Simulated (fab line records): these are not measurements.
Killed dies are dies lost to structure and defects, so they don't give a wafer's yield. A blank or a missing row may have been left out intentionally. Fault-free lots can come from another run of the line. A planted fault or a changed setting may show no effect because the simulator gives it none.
Which tool was responsible? + flow gf180mcu + 7 lots with 21 wafers sampled at 2 steps, on a route of 602 steps

WHAT THE GAUGES SHOWED, per wafer
GF_VT_IMPLANT_RS_MEAS_46: measures by four-point-probe.
| lot  | measured     | on            | MVSD_RS (ohm/sq)  |
|------|--------------|---------------|-------------------|
| L516 | day 7 21:58  | film metro-03 | 455.3 454.8 456.4 |
| L519 | day 8 15:49  | film metro-04 | 457.4 456.4 457.0 |
| L521 | day 9 04:56  | film metro-04 | 454.6 456.1 455.2 |
| L524 | day 10 01:48 | film metro-03 | 453.2 454.6 452.9 |
| L533 | day 12 13:37 | film metro-01 | 133.1 132.8 133.1 |
| L536 | day 13 06:39 | film metro-01 | 456.1 457.1 456.2 |
| L538 | day 13 23:15 | film metro-04 | 456.9 455.4 457.0 |

WHAT TOOL EACH LOT RAN ON (gives the tool, then ch and the chambers of the sampled wafers, and finally the start)
| lot  | GF_VT_IMPLANT_RTA_45             |
|------|----------------------------------|
| L516 | rtp anneal-01 ch 0, day 7 21:51  |
| L519 | rtp anneal-01 ch 0, day 8 15:43  |
| L521 | rtp anneal-02 ch 0, day 9 04:50  |
| L524 | rtp anneal-01 ch 0, day 10 01:42 |
| L533 | rtp anneal-02, day 12 13:30      |
| L536 | rtp anneal-02 ch 0, day 13 06:33 |
| L538 | rtp anneal-02 ch 0, day 13 23:07 |
- GF_VT_IMPLANT_RTA_45: time 30 s.

THE ANSWER, worked out from the rows above alone
Rule: usual is defined by the lots themselves. The widest of any qualifying gaps counts: lots, ordered by their means at a reading, are off when they make up no more than a third of the lots, leave a main group of 4 or more, and stand apart from it by 3 or more times the standard deviation of that group's means. The tables above print the reading to a certain number of digits; a main group whose means all agree to those digits is not used. A lot without any number at a reading at which 4 lots or more have one is off too. All remaining lots with rows at the step are treated as sound.
Off: L533, seen at GF_VT_IMPLANT_RS_MEAS_46 (MVSD_RS). Mean 455.7 ohm/sq and standard deviation 1.1 in the main group.
If a tool, at a process step before that reading, ran all the lots that are off and no sound lot after the first of them, it fits. Those tools and the gauges at GF_VT_IMPLANT_RS_MEAS_46 are tried in the same way. No candidate that was tried fits.

WHAT WAS PUT IN BY THE SIMULATOR
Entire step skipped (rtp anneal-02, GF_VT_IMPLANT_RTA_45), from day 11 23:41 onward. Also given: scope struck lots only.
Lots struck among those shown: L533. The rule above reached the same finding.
